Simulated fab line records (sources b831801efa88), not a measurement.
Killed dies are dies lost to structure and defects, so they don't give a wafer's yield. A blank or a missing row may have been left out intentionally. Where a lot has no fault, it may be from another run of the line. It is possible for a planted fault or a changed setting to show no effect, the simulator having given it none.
Which tool did it? :: flow gf180mcu :: 18 wafers from 6 lots sampled at 2 of the route's 602 steps

== WHAT THE GAUGES READ, wafer by wafer ==
GF_VT_IMPLANT_RS_MEAS_48: measures by four-point-probe.
lot: L247
measured: day 8 00:19
on: film-metro-04
LVPWELL_RS (ohm/sq): 1198 1199 1198

lot: L249
measured: day 8 15:42
on: film-metro-03
LVPWELL_RS (ohm/sq): 1193 1198 1196

lot: L253
measured: day 9 20:02
on: film-metro-02
LVPWELL_RS (ohm/sq): 1197 1196 1196

lot: L255
measured: day 10 07:57
on: film-metro-04
LVPWELL_RS (ohm/sq): 1094 1098 1099

lot: L259
measured: day 11 12:55
on: film-metro-03
LVPWELL_RS (ohm/sq): 1192 1192 1194

lot: L264
measured: day 12 19:05
on: film-metro-02
LVPWELL_RS (ohm/sq): 1199 1197 1198

== WHAT TOOL EACH LOT RAN ON (gives the tool, then ch and the chambers of the sampled wafers, and finally the start) ==
lot: L247
GF_LVPWELL_IMPLANT_09: implanter-01 ch 0, day 4 07:43

lot: L249
GF_LVPWELL_IMPLANT_09: implanter-03 ch 0, day 4 18:53

lot: L253
GF_LVPWELL_IMPLANT_09: implanter-01 ch 0, day 5 17:39

lot: L255
GF_LVPWELL_IMPLANT_09: implanter-03 ch 0, day 6 04:33

lot: L259
GF_LVPWELL_IMPLANT_09: implanter-01 ch 0, day 7 04:54

lot: L264
GF_LVPWELL_IMPLANT_09: implanter-02 ch 0, day 8 06:08
- GF_LVPWELL_IMPLANT_09

== THE ANSWER, worked out from the rows above alone ==
Rule: the usual values come from the lots themselves. Put in order of their means at a reading, lots are off if they are a third of the lots or fewer, leave a main group of 4 or more, and stand apart from it by a gap of 3 or more times the standard deviation of the main group's means; of several such gaps the widest counts. Not used: any main group whose means are identical at the precision the tables above print for the reading. A lot without any number at a reading at which 4 lots or more have one is off too. All remaining lots with rows at the step are treated as sound.
Off: L255, seen at GF_VT_IMPLANT_RS_MEAS_48 (LVPWELL_RS). Mean 1196 ohm/sq and standard deviation 2 in the main group.
A tool fits if, at a process step before that reading, it ran every lot that is off, and no sound lot after the first of them. Gauges at GF_VT_IMPLANT_RS_MEAS_48: tried the same way as those tools. Undecided on this evidence; 2 tools fit (implanter-03 at GF_LVPWELL_IMPLANT_09, film-metro-04 at GF_VT_IMPLANT_RS_MEAS_48).

== WHAT THE SIMULATOR HAD INSERTED ==
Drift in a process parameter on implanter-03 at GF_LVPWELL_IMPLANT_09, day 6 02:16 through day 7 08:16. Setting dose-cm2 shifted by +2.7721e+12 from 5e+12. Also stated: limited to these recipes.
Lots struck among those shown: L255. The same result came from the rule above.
